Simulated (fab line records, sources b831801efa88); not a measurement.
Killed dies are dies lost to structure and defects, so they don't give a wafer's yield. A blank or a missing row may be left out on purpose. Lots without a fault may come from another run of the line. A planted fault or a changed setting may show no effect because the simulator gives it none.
Which tool did it? | flow gf180mcu | 6 lots, 18 wafers sampled, at 2 steps of a route of 602

WHAT THE GAUGES READ, wafer by wafer
GF_HV_LDD_RS_MEAS_53: measures by four-point-probe.
lot  | measured     | on            | HV_LDD_RS (ohm/sq)
L231 | day 14 00:53 | film_metro-01 | 418.1 418.5 418.2
L233 | day 14 21:46 | film_metro-04 | 417.9 417.9 417.3
L235 | day 15 18:11 | film_metro-03 | 418.7 420.0 419.4
L243 | day 18 07:05 | film_metro-01 | 409.5 408.8 409.3
L246 | day 19 01:01 | film_metro-03 | 419.8 418.8 418.7
L248 | day 19 15:34 | film_metro-01 | 418.0 417.0 418.6

WHICH TOOL RAN EACH LOT (tool, then ch and the chambers of the sampled wafers, then the start)
lot  | GF_HV_LDD_IMPLANT_36
L231 | implanter-01 ch 0, day 13 05:24
L233 | implanter-02 ch 0, day 14 00:35
L235 | implanter-01 ch 0, day 14 20:31
L243 | implanter-02 ch 0, day 17 06:45
L246 | implanter-01 ch 0, day 18 00:41
L248 | implanter-01 ch 0, day 18 14:16
- GF_HV_LDD_IMPLANT_36

THE ANSWER, worked out from the rows above alone
Rule: what is usual is taken from the lots themselves. Put in order of their means at a reading, lots are off if they are a third of the lots or fewer, leave a main group of 4 or more, and stand apart from it by a gap of 3 or more times the standard deviation of the main group's means; of several such gaps the widest counts. A main group whose means are all the same, to the digits that the tables above print for the reading, isn't used. A lot without any number at a reading at which 4 lots or more have one is off too. The other lots that the step has rows for count as sound.
Off: L243, at GF_HV_LDD_RS_MEAS_53 (HV_LDD_RS). The main group: mean 418.5 ohm/sq, standard deviation 0.66.
A tool fits if, at a process step before that reading, it ran every lot that is off, and no sound lot after the first of them. The gauges at GF_HV_LDD_RS_MEAS_53 are tried like those tools. One fits: implanter-02 at GF_HV_LDD_IMPLANT_36. Its last sound lot is L233 (day 14 00:35), its first lot that is off L243 (day 17 06:45): a fault that began between those two fits.

WHAT THE SIMULATOR HAD PUT IN
Process parameter drift: implanter-02, from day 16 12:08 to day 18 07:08, at GF_HV_LDD_IMPLANT_36. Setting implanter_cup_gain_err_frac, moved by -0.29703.
Lots struck among those shown: L243. The rule above found the same.
